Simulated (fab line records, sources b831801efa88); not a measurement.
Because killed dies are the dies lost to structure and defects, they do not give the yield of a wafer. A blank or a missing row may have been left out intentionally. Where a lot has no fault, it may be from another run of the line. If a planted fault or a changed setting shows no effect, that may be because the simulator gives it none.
Problem report in the 8D (eight disciplines) form, filled by code + flow sky130 + the parts of the form that need people (team, actions taken, sign-off) are left out

== 1. PROBLEM STATEMENT ==
run length s at SKY_METAL2_SOFTBAKE_11 reads a mean of 146.04 s on 6 wafers of 2 lots; wafers without a fault read 119.42 s with a standard deviation of 0.17. So: +99 or more standard deviations from the usual mean.
The step: time 90 s.
Seen first at day 39 19:00 on litho track-01, wafer L705.2. The record holds 41 wafers of 14 lots with a number at this step. By rule, "out" or "out of limits" means more than 4 standard deviations away from the usual mean. All remaining wafers that have a number are taken as sound.

== 2. WHAT THIS IS AND IS NOT ==
| question                    | is                     | is not                                                                    |
|-----------------------------|------------------------|---------------------------------------------------------------------------|
| which readings at this step | run length s           | exhaust pa, plate temp C                                                  |
| which lots                  | L705, L707             | L690, L692, L694, L695, L698, L699, L701, L702, L703, L704, L708, L712    |
| which wafers of those lots  | all that have a number | -                                                                         |
| read on which tools         | litho track-01         | litho track-02, litho track-03                                            |
| when                        | from day 39 19:00      | up to then (29 sound wafers); but 6 sound wafers of L708, L712 came after |

== 3. SUSPECTS, AND WHAT RULES EACH OUT ==
Counting: a tool stays on the suspect list if, at a process step up to the reading, it processed all lots that are out and no sound lot following the first of them.
- litho track-01 at SKY_METAL2_SOFTBAKE_11 (time 90 s): kept. It ran every lot that is out, first L705 (day 39 19:00), and no sound lot after that; its last sound lot up to then is L704 (day 39 13:00). Its own readings are out on those wafers: run length s.
Remaining after the count: litho track-01 at SKY_METAL2_SOFTBAKE_11.

== 4. THE CAUSE (what the simulator had put in) ==
Drift in process parameters on litho track-01 at SKY_METAL2_SOFTBAKE_11, starting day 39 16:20. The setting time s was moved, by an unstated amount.
Counting left only this tool.

== 5. THE EFFECT CHAIN, in route order ==
One row per reading whose mean, taken over the struck wafers that have a number, lies over 3 standard deviations from the usual. Only readings for which the record gives a usual standard deviation are gone through. hours: the time from each lot's start at the first step in this table that gives one to its start at this step, as a median over the lots. sigmas: the change in usual standard deviations.
| hours | step                   | reading      | usual    | on struck wafers | change | sigmas      |
|-------|------------------------|--------------|----------|------------------|--------|-------------|
| 0     | SKY_METAL2_SOFTBAKE_11 | run length s | 119.42 s | 146.04           | +26.62 | +99 or more |
Here are the process steps it includes:
- SKY_METAL2_SOFTBAKE_11: time 90 s.

== 6. HOW IT WOULD HAVE BEEN CAUGHT EARLIER ==
3 hours passed between the start of the fault at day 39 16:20 and the first reading out of limits in this record, taken at day 39 19:00.
